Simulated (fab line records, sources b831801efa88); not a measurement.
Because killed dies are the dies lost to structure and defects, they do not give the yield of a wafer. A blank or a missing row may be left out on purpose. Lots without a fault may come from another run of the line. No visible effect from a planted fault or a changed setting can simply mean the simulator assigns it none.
fab line records || flow sky130
record {"lots": 7, "wafers": 21, "lastDay": 50}
route steps=708 shown CAPM@549 METAL3@555
lots with no fault: from the same line, run without faults
startH: start of the lot's first displayed wafer, in hours after the record's first day || waitH: hours elapsed since this lot's preceding step || " repeats the value in the row above || L1.1+2: one row covering several wafers at once || - no value, or no start given || * or withheld: withheld || < > ~ a bound
route shown NAME@n: a module of which the file shows steps, and the number in the route of the first || usual: mean/standard deviation taken from wafers without a fault || same: alike in all rows || chamber/n: place in a boat || sites: readings site by site || _std_site: the standard deviation of these || _edge_site: outer sites' mean less inner sites' || radiusMm: for every site, how far away it sits from the centre of the wafer || mask NAME#n: copy n || behind: tool/chamber where the wafer was last shaped || hold: what put the lot on hold/how long, in hours/how the hold closed || device: which transistor (n, p or np) failed to switch || end of line: at the end of the route, the tests of the same wafers || for a step that has no rows: nothing shown but its recipe || killed: at the first sort, the dies lost to defects and structure; wafer yield is something else || map: dies across one wafer; x = killed, . = not, _ = none there
set.NAME: the setting that was run; set.NAME@STEP: the one run at that earlier step || model.NAME: the simulator's own value behind a step, which no gauge read
lots at selected steps of the route; one table per step, one row per wafer
services: the hour from which a tool's chamber was out of use, counted from the record's first day as startH (under 0 if before that day), plus the number of hours and why
## steps
# step SKY_CAPM_OVL_MEAS_12
# usual {"CAPM_OVL": "0.7/1.3"}
{"lot.wafer": "L691.1", "tool": "overlay-01", "chamber": "-", "startH": 928.14, "waitH": 0.1, "CAPM_OVL[nm]": 2.4}
{"lot.wafer": "L691.4", "tool": "overlay-01", "chamber": "-", "startH": 928.14, "waitH": 0.1, "CAPM_OVL[nm]": 1.5}
{"lot.wafer": "L691.6", "tool": "overlay-01", "chamber": "-", "startH": 928.14, "waitH": 0.1, "CAPM_OVL[nm]": 0.2}
{"lot.wafer": "L694.4", "tool": "overlay-01", "chamber": "-", "startH": 956.38, "waitH": 0.1, "CAPM_OVL[nm]": 0.4}
{"lot.wafer": "L694.5", "tool": "overlay-01", "chamber": "-", "startH": 956.38, "waitH": 0.1, "CAPM_OVL[nm]": -0.3}
{"lot.wafer": "L694.6", "tool": "overlay-01", "chamber": "-", "startH": 956.38, "waitH": 0.1, "CAPM_OVL[nm]": 0.0}
{"lot.wafer": "L697.1", "tool": "overlay-01", "chamber": "-", "startH": 973.41, "waitH": 0.1, "CAPM_OVL[nm]": 0.0}
{"lot.wafer": "L697.4", "tool": "overlay-01", "chamber": "-", "startH": 973.41, "waitH": 0.1, "CAPM_OVL[nm]": -1.6}
{"lot.wafer": "L697.5", "tool": "overlay-01", "chamber": "-", "startH": 973.41, "waitH": 0.1, "CAPM_OVL[nm]": -2.5}
{"lot.wafer": "L698.1", "tool": "overlay-01", "chamber": "-", "startH": 974.86, "waitH": 0.1, "CAPM_OVL[nm]": 1.2}
{"lot.wafer": "L698.3", "tool": "overlay-01", "chamber": "-", "startH": 974.86, "waitH": 0.1, "CAPM_OVL[nm]": 0.1}
{"lot.wafer": "L698.6", "tool": "overlay-01", "chamber": "-", "startH": 974.86, "waitH": 0.1, "CAPM_OVL[nm]": 1.1}
{"lot.wafer": "L699.1", "tool": "overlay-02", "chamber": "-", "startH": 984.87, "waitH": 0.1, "CAPM_OVL[nm]": -1.0}
{"lot.wafer": "L699.4", "tool": "overlay-02", "chamber": "-", "startH": 984.87, "waitH": 0.1, "CAPM_OVL[nm]": -0.1}
{"lot.wafer": "L699.6", "tool": "overlay-02", "chamber": "-", "startH": 984.87, "waitH": 0.1, "CAPM_OVL[nm]": 0.1}
{"lot.wafer": "L706.1", "tool": "overlay-01", "chamber": "-", "startH": 1034.66, "waitH": 0.1, "CAPM_OVL[nm]": 0.8}
{"lot.wafer": "L706.4", "tool": "overlay-01", "chamber": "-", "startH": 1034.66, "waitH": 0.1, "CAPM_OVL[nm]": 0.3}
{"lot.wafer": "L706.5", "tool": "overlay-01", "chamber": "-", "startH": 1034.66, "waitH": 0.1, "CAPM_OVL[nm]": 0.2}
{"lot.wafer": "L705.1", "tool": "overlay-01", "chamber": "-", "startH": 1043.87, "waitH": 0.1, "CAPM_OVL[nm]": 0.5}
{"lot.wafer": "L705.2", "tool": "overlay-01", "chamber": "-", "startH": 1043.87, "waitH": 0.1, "CAPM_OVL[nm]": 0.8}
{"lot.wafer": "L705.4", "tool": "overlay-01", "chamber": "-", "startH": 1043.87, "waitH": 0.1, "CAPM_OVL[nm]": -0.6}
# step SKY_CAPM_METAL_ETCH_13
# recipe {"targetDepthNm": 220, "stopOn": "SiO2", "chemistry": "Cl2/BCl3", "target": "TiN", "pressureMtorr": 10, "icpW": 900, "biasW": 48.5, "Cl2_flow_sccm": 60, "bcl3FlowSccm": 30, "timeS": 62.9}
# usual {"drypumpMotorCurrentA": "5.77/0.28", "oesProductAu": "0.941/0.0074", "throttleValvePct": "21.903/0.0095"}
# same {"timeS": 62.9}
{"lot.wafer": "L691.1", "tool": "rieMetal-01", "chamber": 0, "startH": 928.18, "waitH": 0.0, "drypumpMotorCurrentA": 5.45, "oesProductAu": 0.947, "rfHoursCounterH": 10, "throttleValvePct": 21.898}
{"lot.wafer": "L691.4", "tool": "rieMetal-01", "chamber": 1, "startH": 928.18, "waitH": 0.0, "drypumpMotorCurrentA": 5.69, "oesProductAu": 0.940, "rfHoursCounterH": "-", "throttleValvePct": 21.899}
{"lot.wafer": "L691.6", "tool": "rieMetal-01", "chamber": 1, "startH": 928.18, "waitH": 0.0, "drypumpMotorCurrentA": 5.67, "oesProductAu": 0.947, "rfHoursCounterH": "-", "throttleValvePct": 21.909}
{"lot.wafer": "L694.4", "tool": "rieMetal-03", "chamber": 1, "startH": 956.42, "waitH": 0.0, "drypumpMotorCurrentA": 5.86, "oesProductAu": 0.936, "rfHoursCounterH": "-", "throttleValvePct": 21.906}
{"lot.wafer": "L694.5", "tool": "rieMetal-03", "chamber": 1, "startH": 956.42, "waitH": 0.0, "drypumpMotorCurrentA": 5.85, "oesProductAu": 0.949, "rfHoursCounterH": "-", "throttleValvePct": 21.901}
{"lot.wafer": "L694.6", "tool": "rieMetal-03", "chamber": 0, "startH": 956.42, "waitH": 0.0, "drypumpMotorCurrentA": 5.86, "oesProductAu": 0.949, "rfHoursCounterH": "-", "throttleValvePct": 21.902}
{"lot.wafer": "L697.1", "tool": "rieMetal-01", "chamber": 1, "startH": 973.45, "waitH": 0.0, "drypumpMotorCurrentA": 5.67, "oesProductAu": 0.929, "rfHoursCounterH": 17, "throttleValvePct": 21.905}
{"lot.wafer": "L697.4", "tool": "rieMetal-01", "chamber": 0, "startH": 973.45, "waitH": 0.0, "drypumpMotorCurrentA": 5.47, "oesProductAu": 0.933, "rfHoursCounterH": "-", "throttleValvePct": 21.906}
{"lot.wafer": "L697.5", "tool": "rieMetal-01", "chamber": 0, "startH": 973.45, "waitH": 0.0, "drypumpMotorCurrentA": 5.49, "oesProductAu": 0.935, "rfHoursCounterH": "-", "throttleValvePct": 21.898}
{"lot.wafer": "L698.1", "tool": "rieMetal-02", "chamber": 1, "startH": 974.90, "waitH": 0.0, "drypumpMotorCurrentA": 5.48, "oesProductAu": 0.939, "rfHoursCounterH": 3, "throttleValvePct": 21.909}
{"lot.wafer": "L698.3", "tool": "rieMetal-02", "chamber": 0, "startH": 974.90, "waitH": 0.0, "drypumpMotorCurrentA": 6.21, "oesProductAu": 0.945, "rfHoursCounterH": "-", "throttleValvePct": 21.891}
{"lot.wafer": "L698.6", "tool": "rieMetal-02", "chamber": 1, "startH": 974.90, "waitH": 0.0, "drypumpMotorCurrentA": 5.50, "oesProductAu": 0.947, "rfHoursCounterH": "-", "throttleValvePct": 21.892}
{"lot.wafer": "L699.1", "tool": "rieMetal-03", "chamber": 0, "startH": 984.91, "waitH": 0.0, "drypumpMotorCurrentA": 5.86, "oesProductAu": 0.930, "rfHoursCounterH": 8, "throttleValvePct": 21.907}
{"lot.wafer": "L699.4", "tool": "rieMetal-03", "chamber": 0, "startH": 984.91, "waitH": 0.0, "drypumpMotorCurrentA": 5.87, "oesProductAu": 0.938, "rfHoursCounterH": "-", "throttleValvePct": 21.905}
{"lot.wafer": "L699.6", "tool": "rieMetal-03", "chamber": 1, "startH": 984.91, "waitH": 0.0, "drypumpMotorCurrentA": 5.86, "oesProductAu": 0.937, "rfHoursCounterH": "-", "throttleValvePct": 21.898}
{"lot.wafer": "L706.1", "tool": "rieMetal-01", "chamber": 0, "startH": 1034.70, "waitH": 0.0, "drypumpMotorCurrentA": 5.45, "oesProductAu": 0.947, "rfHoursCounterH": 18, "throttleValvePct": 21.892}
{"lot.wafer": "L706.4", "tool": "rieMetal-01", "chamber": 1, "startH": 1034.70, "waitH": 0.0, "drypumpMotorCurrentA": 5.68, "oesProductAu": 0.950, "rfHoursCounterH": "-", "throttleValvePct": 21.901}
{"lot.wafer": "L706.5", "tool": "rieMetal-01", "chamber": 0, "startH": 1034.70, "waitH": 0.0, "drypumpMotorCurrentA": 5.44, "oesProductAu": 0.933, "rfHoursCounterH": "-", "throttleValvePct": 21.912}
{"lot.wafer": "L705.1", "tool": "rieMetal-03", "chamber": 1, "startH": 1043.91, "waitH": 0.0, "drypumpMotorCurrentA": 5.85, "oesProductAu": 0.944, "rfHoursCounterH": 21, "throttleValvePct": 21.906}
{"lot.wafer": "L705.2", "tool": "rieMetal-03", "chamber": 0, "startH": 1043.91, "waitH": 0.0, "drypumpMotorCurrentA": 5.80, "oesProductAu": 0.940, "rfHoursCounterH": 12, "throttleValvePct": 21.892}
{"lot.wafer": "L705.4", "tool": "rieMetal-03", "chamber": 1, "startH": 1043.91, "waitH": 0.0, "drypumpMotorCurrentA": 5.85, "oesProductAu": 0.944, "rfHoursCounterH": "-", "throttleValvePct": 21.888}
# step SKY_CAPM_STRIP_14
# recipe {"chemistry": "O2/N2", "powerW": 1400, "pressureMtorr": 1500, "platenTempC": "withheld", "o2FlowSccm": 3000, "n2FlowSccm": 300, "overashFraction": 0.5}
# usual {"drypumpMotorCurrentA": "5.84/0.26", "oesProductAu": "0.711/0.0049", "stripTimeToEndpointS": "12.67/0.054"}
{"lot.wafer": "L691.1", "tool": "plasmaAsher-03", "chamber": 1, "startH": 928.26, "waitH": 0.1, "drypumpMotorCurrentA": 6.27, "oesProductAu": 0.706, "rfHoursCounterH": 115, "stripTimeToEndpointS": 12.73}
{"lot.wafer": "L691.4", "tool": "plasmaAsher-03", "chamber": 0, "startH": 928.26, "waitH": 0.1, "drypumpMotorCurrentA": 5.59, "oesProductAu": 0.708, "rfHoursCounterH": "-", "stripTimeToEndpointS": 12.77}
{"lot.wafer": "L691.6", "tool": "plasmaAsher-03", "chamber": 0, "startH": 928.26, "waitH": 0.1, "drypumpMotorCurrentA": 5.61, "oesProductAu": 0.702, "rfHoursCounterH": "-", "stripTimeToEndpointS": 12.76}
{"lot.wafer": "L694.4", "tool": "plasmaAsher-02", "chamber": 0, "startH": 956.51, "waitH": 0.1, "drypumpMotorCurrentA": 5.71, "oesProductAu": 0.712, "rfHoursCounterH": "-", "stripTimeToEndpointS": 12.74}
{"lot.wafer": "L694.5", "tool": "plasmaAsher-02", "chamber": 1, "startH": 956.51, "waitH": 0.1, "drypumpMotorCurrentA": 5.89, "oesProductAu": 0.719, "rfHoursCounterH": "-", "stripTimeToEndpointS": 12.75}
{"lot.wafer": "L694.6", "tool": "plasmaAsher-02", "chamber": 0, "startH": 956.51, "waitH": 0.1, "drypumpMotorCurrentA": 5.70, "oesProductAu": 0.716, "rfHoursCounterH": "-", "stripTimeToEndpointS": 12.75}
{"lot.wafer": "L697.1", "tool": "plasmaAsher-01", "chamber": 0, "startH": 973.53, "waitH": 0.1, "drypumpMotorCurrentA": 5.61, "oesProductAu": 0.707, "rfHoursCounterH": 50, "stripTimeToEndpointS": 12.62}
{"lot.wafer": "L697.4", "tool": "plasmaAsher-01", "chamber": 0, "startH": 973.53, "waitH": 0.1, "drypumpMotorCurrentA": 5.62, "oesProductAu": 0.714, "rfHoursCounterH": "-", "stripTimeToEndpointS": 12.64}
{"lot.wafer": "L697.5", "tool": "plasmaAsher-01", "chamber": 0, "startH": 973.53, "waitH": 0.1, "drypumpMotorCurrentA": 5.61, "oesProductAu": 0.713, "rfHoursCounterH": "-", "stripTimeToEndpointS": 12.62}
{"lot.wafer": "L698.1", "tool": "plasmaAsher-01", "chamber": 1, "startH": 974.98, "waitH": 0.1, "drypumpMotorCurrentA": 5.70, "oesProductAu": 0.703, "rfHoursCounterH": 50, "stripTimeToEndpointS": 12.63}
{"lot.wafer": "L698.3", "tool": "plasmaAsher-01", "chamber": 1, "startH": 974.98, "waitH": 0.1, "drypumpMotorCurrentA": 5.75, "oesProductAu": 0.709, "rfHoursCounterH": "-", "stripTimeToEndpointS": 12.70}
{"lot.wafer": "L698.6", "tool": "plasmaAsher-01", "chamber": 1, "startH": 974.98, "waitH": 0.1, "drypumpMotorCurrentA": 5.72, "oesProductAu": 0.705, "rfHoursCounterH": "-", "stripTimeToEndpointS": 12.60}
{"lot.wafer": "L699.1", "tool": "plasmaAsher-01", "chamber": 1, "startH": 984.99, "waitH": 0.1, "drypumpMotorCurrentA": 5.73, "oesProductAu": 0.708, "rfHoursCounterH": 52, "stripTimeToEndpointS": 12.67}
{"lot.wafer": "L699.4", "tool": "plasmaAsher-01", "chamber": 0, "startH": 984.99, "waitH": 0.1, "drypumpMotorCurrentA": 5.64, "oesProductAu": 0.710, "rfHoursCounterH": "-", "stripTimeToEndpointS": 12.61}
{"lot.wafer": "L699.6", "tool": "plasmaAsher-01", "chamber": 0, "startH": 984.99, "waitH": 0.1, "drypumpMotorCurrentA": 5.65, "oesProductAu": 0.714, "rfHoursCounterH": "-", "stripTimeToEndpointS": 12.65}
{"lot.wafer": "L706.1", "tool": "plasmaAsher-03", "chamber": 1, "startH": 1034.78, "waitH": 0.1, "drypumpMotorCurrentA": 6.28, "oesProductAu": 0.713, "rfHoursCounterH": 127, "stripTimeToEndpointS": 12.78}
{"lot.wafer": "L706.4", "tool": "plasmaAsher-03", "chamber": 0, "startH": 1034.78, "waitH": 0.1, "drypumpMotorCurrentA": 5.63, "oesProductAu": 0.702, "rfHoursCounterH": "-", "stripTimeToEndpointS": 12.74}
{"lot.wafer": "L706.5", "tool": "plasmaAsher-03", "chamber": 1, "startH": 1034.78, "waitH": 0.1, "drypumpMotorCurrentA": 6.26, "oesProductAu": 0.716, "rfHoursCounterH": "-", "stripTimeToEndpointS": 12.78}
{"lot.wafer": "L705.1", "tool": "plasmaAsher-03", "chamber": 0, "startH": 1043.99, "waitH": 0.1, "drypumpMotorCurrentA": 5.59, "oesProductAu": 0.712, "rfHoursCounterH": 127, "stripTimeToEndpointS": 12.65}
{"lot.wafer": "L705.2", "tool": "plasmaAsher-03", "chamber": 1, "startH": 1043.99, "waitH": 0.1, "drypumpMotorCurrentA": 6.25, "oesProductAu": 0.711, "rfHoursCounterH": 127, "stripTimeToEndpointS": 12.63}
{"lot.wafer": "L705.4", "tool": "plasmaAsher-03", "chamber": 0, "startH": 1043.99, "waitH": 0.1, "drypumpMotorCurrentA": 5.63, "oesProductAu": 0.708, "rfHoursCounterH": "-", "stripTimeToEndpointS": 12.63}
# step SKY_CAPM_STRIP_15
# recipe {"chemistry": "postEtchResidueRemover", "timeS": 1200, "tempC": 72.5}
# step SKY_CAPM_CLEAN_16
# recipe {"chemistry": "IPA", "timeS": 180, "tempC": 25}
# step SKY_CAPM_CLEAN_17
# recipe {"chemistry": "O3/DIW", "dry": "n2Spin"}
# step SKY_METAL3_DEHYDRATE_05
# recipe {"tempC": 200, "timeS": 60}
# step SKY_METAL3_HMDS_06
# recipe {"primeTimeS": 60, "primeTempC": 120}
# step SKY_METAL3_COAT_07
# recipe {"resist": "BARC", "tempC": "withheld", "timeS": "withheld", "spinRpm": 3000, "resistThkNm": 60}
# step SKY_METAL3_COAT_08
# recipe {"resist": "KrF-thick", "spinRpm": 3000, "resistThkNm": 1140}
# step SKY_METAL3_SOFTBAKE_09
# recipe {"tempC": 100, "timeS": 90, "resist": "KrF-thick"}
# step SKY_METAL3_EXPOSE_10
# recipe {"maskId": "MM3", "na": 0.68, "sourceShape": "annular", "sigmaInner": 0.4, "sigmaOuter": 0.8, "targetCdNm": 300, "doseMj": 28}
# step SKY_METAL3_PEB_11
# recipe {"pebTempC": "withheld", "pebTimeS": "withheld", "resist": "KrF-thick"}
# usual {"chillPlateTempC": "*", "exhaustPa": "45.1/0.9"}
{"lot.wafer": "L691.1", "tool": "lithoTrack-02", "chamber": 0, "startH": 952, "waitH": "-", "chillPlateTempC": "*", "exhaustPa": 44.4}
{"lot.wafer": "L691.4", "tool": "lithoTrack-02", "chamber": 0, "startH": 953, "waitH": "-", "chillPlateTempC": "*", "exhaustPa": 43.8}
{"lot.wafer": "L691.6", "tool": "lithoTrack-02", "chamber": 0, "startH": 953, "waitH": "-", "chillPlateTempC": "*", "exhaustPa": 43.7}
{"lot.wafer": "L694.4", "tool": "lithoTrack-03", "chamber": 0, "startH": 981, "waitH": "-", "chillPlateTempC": "*", "exhaustPa": 44.7}
{"lot.wafer": "L694.5", "tool": "lithoTrack-03", "chamber": 0, "startH": 981, "waitH": "-", "chillPlateTempC": "*", "exhaustPa": 44.8}
{"lot.wafer": "L694.6", "tool": "lithoTrack-03", "chamber": 0, "startH": 981, "waitH": "-", "chillPlateTempC": "*", "exhaustPa": 45.9}
{"lot.wafer": "L697.1", "tool": "lithoTrack-02", "chamber": "-", "startH": 996, "waitH": "-", "chillPlateTempC": "-", "exhaustPa": "-"}
{"lot.wafer": "L697.4", "tool": "lithoTrack-02", "chamber": "-", "startH": 996, "waitH": "-", "chillPlateTempC": "-", "exhaustPa": "-"}
{"lot.wafer": "L697.5", "tool": "lithoTrack-02", "chamber": "-", "startH": 997, "waitH": "-", "chillPlateTempC": "-", "exhaustPa": "-"}
{"lot.wafer": "L698.1", "tool": "lithoTrack-01", "chamber": "-", "startH": 998, "waitH": "-", "chillPlateTempC": "-", "exhaustPa": "-"}
{"lot.wafer": "L698.3", "tool": "lithoTrack-01", "chamber": "-", "startH": 998, "waitH": "-", "chillPlateTempC": "-", "exhaustPa": "-"}
{"lot.wafer": "L698.6", "tool": "lithoTrack-01", "chamber": "-", "startH": 999, "waitH": "-", "chillPlateTempC": "-", "exhaustPa": "-"}
{"lot.wafer": "L699.1", "tool": "lithoTrack-03", "chamber": "-", "startH": 1008, "waitH": "-", "chillPlateTempC": "-", "exhaustPa": "-"}
{"lot.wafer": "L699.4", "tool": "lithoTrack-03", "chamber": "-", "startH": 1008, "waitH": "-", "chillPlateTempC": "-", "exhaustPa": "-"}
{"lot.wafer": "L699.6", "tool": "lithoTrack-03", "chamber": "-", "startH": 1008, "waitH": "-", "chillPlateTempC": "-", "exhaustPa": "-"}
{"lot.wafer": "L706.1", "tool": "lithoTrack-01", "chamber": 0, "startH": 1057, "waitH": "-", "chillPlateTempC": "*", "exhaustPa": 44.6}
{"lot.wafer": "L706.4", "tool": "lithoTrack-01", "chamber": 0, "startH": 1057, "waitH": "-", "chillPlateTempC": "*", "exhaustPa": 45.9}
{"lot.wafer": "L706.5", "tool": "lithoTrack-01", "chamber": 0, "startH": 1057, "waitH": "-", "chillPlateTempC": "*", "exhaustPa": 45.8}
{"lot.wafer": "L705.1", "tool": "lithoTrack-01", "chamber": 0, "startH": 1065, "waitH": "-", "chillPlateTempC": "*", "exhaustPa": 44.2}
{"lot.wafer": "L705.2", "tool": "lithoTrack-01", "chamber": 0, "startH": 1065, "waitH": "-", "chillPlateTempC": "*", "exhaustPa": 45.3}
{"lot.wafer": "L705.4", "tool": "lithoTrack-01", "chamber": 0, "startH": 1066, "waitH": "-", "chillPlateTempC": "*", "exhaustPa": 43.4}
# step SKY_METAL3_DEVELOP_12
# recipe {"developTimeS": 60, "resist": "KrF-thick", "devTempC": 21}
## services
{"tool": "rieMetal-02", "chamber": 1, "startH": 911.93, "hours": "-", "kind": "clean"}
{"tool": "rieMetal-02", "chamber": 1, "startH": 911.93, "hours": 15.1, "kind": "scheduledDown"}
{"tool": "rieMetal-02", "chamber": 1, "startH": 911.93, "hours": 15.1, "kind": "ventCycle"}
{"tool": "rieMetal-03", "chamber": "-", "startH": 950.52, "hours": 5.0, "kind": "repair"}
{"tool": "plasmaAsher-01", "chamber": "-", "startH": 959.48, "hours": 1.9, "kind": "repair"}
{"tool": "rieMetal-01", "chamber": 1, "startH": 981.71, "hours": 21.0, "kind": "repair"}
{"tool": "plasmaAsher-03", "chamber": "-", "startH": 1026.14, "hours": 1.6, "kind": "repair"}
{"tool": "plasmaAsher-03", "chamber": "-", "startH": 1027.72, "hours": 2.8, "kind": "pm"}
{"tool": "plasmaAsher-03", "chamber": "-", "startH": 1055.25, "hours": 9.0, "kind": "pm"}
{"tool": "plasmaAsher-03", "chamber": 0, "startH": 1055.25, "hours": 9.0, "kind": "ventCycle"}
{"tool": "plasmaAsher-03", "chamber": 1, "startH": 1055.25, "hours": 9.0, "kind": "ventCycle"}
{"tool": "plasmaAsher-03", "chamber": "-", "startH": 1059.56, "hours": 2.2, "kind": "repair"}
{"tool": "plasmaAsher-03", "chamber": 0, "startH": 1064.25, "hours": "-", "kind": "clean"}
{"tool": "plasmaAsher-03", "chamber": 1, "startH": 1064.25, "hours": "-", "kind": "clean"}
## key
firstSign {"step": "SKY_METAL3_PEB_11", "reading": "toolRecord", "direction": "missing"}
effect none on later readings
metAt SKY_METAL3_PEB_11
struckWafers L697.1,L697.4,L697.5,L698.1,L698.3,L698.6,L699.1,L699.4,L699.6
laterRowsLeftOut L697.1,L697.4,L697.5,L698.1,L698.3,L698.6,L699.1,L699.4,L699.6
sortLeftOut L697.1,L697.4,L697.5,L698.1,L698.3,L698.6,L699.1,L699.4,L699.6
onsetBetween 981 996
fault {"kind": "skippedStepWhole", "tool": "lithoTrack-01,lithoTrack-02,lithoTrack-03", "chamber": "-", "onsetH": 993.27, "steps": "SKY_METAL3_PEB_11", "scope": "struckLotsOnly"}
# sortLeftOut: the simulated sort isn't trusted on such a fault, so these wafers' sort isn't shown, and their yield isn't known
# laterRowsLeftOut: the simulator's readings of these wafers behind a module that went badly wrong aren't trusted and aren't shown, but for the sort
